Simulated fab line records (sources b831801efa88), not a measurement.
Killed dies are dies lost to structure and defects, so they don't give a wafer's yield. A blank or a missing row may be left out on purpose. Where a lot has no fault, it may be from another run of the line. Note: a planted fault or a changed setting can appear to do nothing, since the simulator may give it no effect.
A struck lot beside a sound one    flow sky130    38 steps out of a route of 708
Sound: the wafers L459.2, L459.4, L459.5. Wafers struck: L460.1, L460.2, L460.4. Last of all comes the cause.
Order at every step that has rows: each side's tool, ch and its chambers, its first start. Under that, the readings that differ: sound wafers    struck wafers    difference of the means    sigmas: that difference in standard deviations of wafers without a fault.
alike: same words and numbers on both sides, and readings whose means sit less than 2 such deviations apart. not compared: any withheld reading, any reading some wafer has no value for, any bound like >300 that may hide the same value, and any number with overlapping values for which the record gives no deviation.
The two part at a step that has a row with sigmas, a row that says differs or no value, or rows on one side only. When numbers do not overlap yet have no deviation, they are printed without sigmas and do not part them. Lack of a reading on every wafer of one side parts them only where that side has two or more wafers.

first, 9 steps without rows for these wafers: SKY_VIA3_SPUTTER_20 (material TiN, target thk 20 nm, time 80 s); SKY_VIA3_CVD_21 (deposits W, target thk 390 nm, time 117.31 s); SKY_VIA3_CMP_24 (polishes, stops on SiO2, t overpolish 20 s, target thk 0 nm); SKY_METAL4_SPUTTER_00 (material Ti, target thk 15 nm, time 10 s); SKY_METAL4_SPUTTER_01 (material TiN, target thk 20 nm, time 16.7 s); SKY_METAL4_SPUTTER_02 (material AlCu, target thk 735 nm, time 39.1 s); SKY_METAL4_SPUTTER_03 (material Ti, target thk 5 nm, time 3.3 s); SKY_METAL4_SPUTTER_04 (material TiN, target thk 70 nm, time 58.3 s); SKY_CAP2M_CVD_00 (deposits SiO2, target thk 15.5 nm).
SKY_CAP2M_SPUTTER_02: material TiN, target thk 200 nm, time 166.7 s.
  sound: pvd sputter-04 at day 43 14:36; struck: pvd sputter-01 at day 43 23:23
reading                                    sound              struck             difference  sigmas
model.TiN_of_CAP2M_SPUTTER_02.thk nm (nm)  198.5 195.9 198.3  211.6 212.7 212.5  +14.7       
  alike: substrate temp c, throttle valve pct
SKY_CAP2M_RS_MEAS_03: the measuring method here is four-point-probe.
  sound: film metro-04 at day 43 14:44; struck: film metro-04 at day 43 23:30
reading                sound           struck          difference  sigmas
CAP2M_TIN_RS (ohm/sq)  6.96 7.06 6.97  6.54 6.50 6.50  -0.48       -8
SKY_CAP2M_THK_MEAS_04: measures by xrf.
  sound: film metro-04 at day 43 14:50; struck: film metro-04 at day 43 23:37
reading             sound              struck             difference  sigmas
CAP2M_TIN_THK (nm)  202.1 199.5 201.6  214.3 216.2 216.6  +14.6       +7
then, 7 steps without rows for these wafers: SKY_CAP2M_DEHYDRATE_05 (time 60 s); SKY_CAP2M_HMDS_06 (prime time 60 s); SKY_CAP2M_COAT_07 (resist thk 1140 nm); SKY_CAP2M_SOFTBAKE_08 (time 60 s); SKY_CAP2M_EXPOSE_09 (exposes mask CAP2M, target cd 1000 nm); SKY_CAP2M_PEB_10; SKY_CAP2M_DEVELOP_11 (develop time 60 s).
SKY_CAP2M_METAL_ETCH_13: etches TiN in Cl2/BCl3, stops on SiO2, target depth 220 nm, time 62.9 s.
  sound on rie metal-03 ch 0,1, day 44 12:59; struck on rie metal-01 ch 0,1, day 44 20:50
reading                 sound                 struck                difference  sigmas
oes product au (a.u.)   0.931 0.934 0.932     0.968 0.976 0.980     +0.042      +6
throttle valve pct (%)  21.910 21.902 21.913  21.875 21.894 21.891  -0.022      -2
  alike: drypump motor current A, he backside leak sccm
  not compared: rf hours counter h
then, 16 steps without rows for these wafers: SKY_CAP2M_STRIP_14 (strips in O2/N2); SKY_CAP2M_STRIP_15 (strips in post etch residue remover, time 1200 s); SKY_CAP2M_CLEAN_16 (cleans in IPA, time 180 s); SKY_CAP2M_CLEAN_17 (cleans in O3/DIW); SKY_METAL4_DEHYDRATE_05 (time 60 s); SKY_METAL4_HMDS_06 (prime time 60 s); SKY_METAL4_COAT_07 (resist thk 60 nm); SKY_METAL4_COAT_08 (resist thk 1140 nm); SKY_METAL4_SOFTBAKE_09 (time 90 s); SKY_METAL4_EXPOSE_10 (exposes mask MM4, target cd 300 nm); SKY_METAL4_PEB_11; SKY_METAL4_DEVELOP_12 (develop time 60 s); SKY_METAL4_DESCUM_15 (chemistry O2, time 8 s); SKY_METAL4_ETCH_16 (etches BARC in N2/H2, stops on SiO2, time 88.2 s, target depth 60 nm); SKY_METAL4_ETCH_17 (etches SiO2 in C4F8/O2/Ar, stops on TiN, time 3.9 s, target depth 15 nm); SKY_METAL4_METAL_ETCH_18 (etches the open film in Cl2/BCl3, stops on SiO2, target depth 845 nm, time 183.1 s).
SKY_METAL4_STRIP_20: strips in post etch residue remover, time 1200 s.
  sound on wet bench-01 ch 3, day 45 11:46; struck on wet bench-04 ch 3, day 45 19:04
reading                                    sound              struck             difference  sigmas
model.TiN_of_CAP2M_SPUTTER_02.thk nm (nm)  197.7 195.1 197.5  210.7 211.9 211.7  +14.7       
  alike: temp c
-- the record jumps here: 4 days lie between the struck wafers' starts before and after (it left off in module METAL4 and takes up again in module PAD_OPEN, whose first step shown is number 708 of the route) --
SKY_PAD_OPEN_PROBE_99:
  sound: prober-01 at day 49 00:31; struck: prober-01 at day 49 07:07
reading                            sound             struck             difference  sigmas
model.etest.cap mim2.plate ohm sq  6.043 6.13 6.078  5.675 5.624 5.647  -0.435      
  alike: defect limited yield, killed_at_M0_to_M3, killed_at_M4_up, killed at contacts, killed at front end, killed at other, killed dies, killed open, killed short, sort_bin_3_pad_short, sort_bin_5_function, sort_bin_6_memory, sort n pass, sort yield pct

WHERE THEY PART
First at SKY_CAP2M_RS_MEAS_03; last, within this record, at SKY_CAP2M_METAL_ETCH_13. Later steps at which nothing parts them and some readings are alike: SKY_METAL4_STRIP_20, SKY_PAD_OPEN_PROBE_99.

WHY: the cause the simulator had injected
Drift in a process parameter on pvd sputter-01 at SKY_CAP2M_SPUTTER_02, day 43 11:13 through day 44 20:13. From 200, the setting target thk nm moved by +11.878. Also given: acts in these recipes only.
